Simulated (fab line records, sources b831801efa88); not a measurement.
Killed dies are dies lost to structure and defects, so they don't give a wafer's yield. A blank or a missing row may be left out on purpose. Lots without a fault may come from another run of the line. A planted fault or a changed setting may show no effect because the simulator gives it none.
Which tool did it? | flow sky130 | 13 lots, 39 wafers sampled, at 5 steps of a route of 708

WHAT THE GAUGES READ, wafer by wafer
SKY_POLY_GATE_THK_MEAS_04.
lot  | measured     | on            | POLY_GATE_CVD_03_THK (nm)
L611 | day 15 21:43 | film_metro-04 | 73.2 73.2 72.7
L612 | day 16 04:50 | film_metro-04 | 74.3 75.3 75.0
L613 | day 16 16:40 | film_metro-01 | 74.8 75.2 74.8
L614 | day 17 07:10 | film_metro-02 | 75.2 75.2 75.2
L619 | day 18 21:00 | film_metro-01 | 75.3 75.7 75.1
L621 | day 19 19:52 | film_metro-04 | 74.0 74.4 74.1
L625 | day 20 23:32 | film_metro-04 | 75.0 74.9 74.4
L627 | day 21 19:40 | film_metro-01 | 75.5 75.5 75.8
L628 | day 22 06:56 | film_metro-04 | 74.7 74.1 75.2
L629 | day 22 12:47 | film_metro-01 | 73.5 73.7 74.0
L630 | day 22 23:20 | film_metro-04 | 74.6 75.0 74.7
L631 | day 23 05:12 | film_metro-02 | 74.7 74.3 74.8
L632 | day 23 14:55 | film_metro-01 | 74.8 75.0 74.9

SKY_LDD_N_TW_MEAS_17.
lot  | measured     | on            | LDD_N_TW
L611 | day 18 11:23 | film_metro-02 | 2594 2576 2589
L612 | day 18 21:29 | film_metro-04 | 2575 2580 2586
L613 | day 19 09:05 | film_metro-03 | 2606 2625 2612
L614 | day 20 00:11 | film_metro-03 | 2605 2608 2593
L619 | day 21 15:14 | film_metro-03 | 2624 2612 2612
L621 | day 22 10:59 | film_metro-04 | 2588 2585 2582
L625 | day 23 16:59 | film_metro-02 | 2577 2592 2577
L627 | day 24 10:14 | film_metro-04 | 2570 2573 2581
L628 | day 24 21:17 | film_metro-04 | 2571 2574 2564
L629 | day 25 02:35 | film_metro-02 | 2590 2580 2586
L630 | day 25 13:55 | film_metro-04 | 2597 2599 2605
L631 | day 25 20:53 | film_metro-04 | 2607 2605 2597
L632 | day 26 06:05 | film_metro-03 | 2593 2604 2606

SKY_LDD_HVP_TW_MEAS_10.
lot  | measured     | on            | LDD_HVP_TW
L611 | day 22 07:42 | film_metro-04 | 455.9 456.0 457.0
L612 | day 22 17:26 | film_metro-01 | 457.3 456.9 456.6
L613 | day 23 05:11 | film_metro-04 | 457.3 457.4 455.8
L614 | day 23 19:37 | film_metro-03 | 458.9 458.0 454.2
L619 | day 25 09:50 | film_metro-04 | 363.6 362.4 365.6
L621 | day 26 04:07 | film_metro-03 | 362.9 365.4 364.7
L625 | day 27 09:25 | film_metro-03 | 458.5 459.4 460.0
L627 | day 28 01:28 | film_metro-03 | 453.8 458.0 455.9
L628 | day 28 11:59 | film_metro-03 | 457.2 456.8 458.4
L629 | day 28 16:59 | film_metro-04 | 459.7 458.9 460.5
L630 | day 29 04:26 | film_metro-04 | 456.5 458.1 457.2
L631 | day 29 11:23 | film_metro-01 | 461.3 459.4 460.4
L632 | day 29 20:02 | film_metro-01 | 461.5 460.5 460.9

SKY_SPACER_THK_MEAS_01.
lot  | measured     | on            | SPACER_CVD_00_THK (nm)
L611 | day 23 16:08 | film_metro-02 | 43.2 43.4 43.6
L612 | day 24 01:45 | film_metro-03 | 43.2 43.1 43.1
L613 | day 24 13:08 | film_metro-03 | 42.4 42.3 42.8
L614 | day 25 04:51 | film_metro-03 | 42.4 42.4 42.9
L619 | day 26 16:42 | film_metro-03 | 44.3 44.4 44.3
L621 | day 27 10:55 | film_metro-03 | 42.9 42.9 43.0
L625 | day 28 15:57 | film_metro-03 | 43.6 43.8 43.6
L627 | day 29 07:54 | film_metro-01 | 43.3 43.6 43.0
L628 | day 29 18:54 | film_metro-01 | 43.3 43.5 43.6
L629 | day 30 00:29 | film_metro-03 | 43.3 43.0 43.2
L630 | day 30 10:13 | film_metro-02 | 43.9 43.5 43.9
L631 | day 30 17:45 | film_metro-03 | 43.3 43.2 43.3
L632 | day 31 01:37 | film_metro-03 | 43.4 43.2 42.9

WHICH TOOL RAN EACH LOT (tool, then ch and the chambers of the sampled wafers, then the start)
lot  | SKY_LDD_HVP_IMPLANT_08
L611 | implanter-02 ch 0, day 22 07:28
L612 | implanter-02 ch 0, day 22 17:11
L613 | implanter-03 ch 0, day 23 04:57
L614 | implanter-03 ch 0, day 23 19:22
L619 | implanter-03 ch 0, day 25 09:35
L621 | implanter-03 ch 0, day 26 03:52
L625 | implanter-01 ch 0, day 27 09:10
L627 | implanter-02 ch 0, day 28 01:13
L628 | implanter-03 ch 0, day 28 11:44
L629 | implanter-02 ch 0, day 28 16:44
L630 | implanter-02 ch 0, day 29 04:11
L631 | implanter-03 ch 0, day 29 11:08
L632 | implanter-01 ch 0, day 29 19:48
- SKY_LDD_HVP_IMPLANT_08

WHAT THE TOOLS THEMSELVES READ (means of the sampled wafers that have a number; where no wafer has one, the mark that the record gives instead)
SKY_LDD_HVP_IMPLANT_08.
lot  | tool         | dose_ions_cm2 | faraday_current_uA
L611 | implanter-02 | 1.6995e+13    | 96.1
L612 | implanter-02 | 1.7005e+13    | 97.2
L613 | implanter-03 | 1.7001e+13    | 95.1
L614 | implanter-03 | 1.7017e+13    | 96.4
L619 | implanter-03 | 7.8423e+12    | 43.6
L621 | implanter-03 | 7.8667e+12    | 44.0
L625 | implanter-01 | 1.7000e+13    | 96.8
L627 | implanter-02 | 1.7027e+13    | 95.9
L628 | implanter-03 | 1.6992e+13    | 95.0
L629 | implanter-02 | 1.6999e+13    | 95.7
L630 | implanter-02 | 1.7003e+13    | 94.8
L631 | implanter-03 | 1.6980e+13    | 94.8
L632 | implanter-01 | 1.6996e+13    | 96.6

THE ANSWER, worked out from the rows above alone
Rule: what is usual is taken from the lots themselves. Put in order of their means at a reading, lots are off if they are a third of the lots or fewer, leave a main group of 4 or more, and stand apart from it by a gap of 3 or more times the standard deviation of the main group's means; of several such gaps the widest counts. A main group whose means are all the same, to the digits that the tables above print for the reading, isn't used. A lot without any number at a reading at which 4 lots or more have one is off too. The other lots that the step has rows for count as sound. The gauges are gone through in route order, then the tools' own readings, and for those a lot's mean is taken as printed above. The first step at which some lot is off is used, and at that step the reading that is off furthest; a lot without a number counts as furthest.
Off: L619, L621, at SKY_LDD_HVP_TW_MEAS_10 (LDD_HVP_TW). The main group: mean 458.0, standard deviation 1.7.
A tool fits if, at a process step before that reading, it ran every lot that is off, and no sound lot after the first of them. The gauges at SKY_LDD_HVP_TW_MEAS_10 aren't tried: what is off there is off at SKY_LDD_HVP_IMPLANT_08 too, on other tools, and a gauge's error can't cause that. None of those tried fits.

WHAT THE SIMULATOR HAD PUT IN
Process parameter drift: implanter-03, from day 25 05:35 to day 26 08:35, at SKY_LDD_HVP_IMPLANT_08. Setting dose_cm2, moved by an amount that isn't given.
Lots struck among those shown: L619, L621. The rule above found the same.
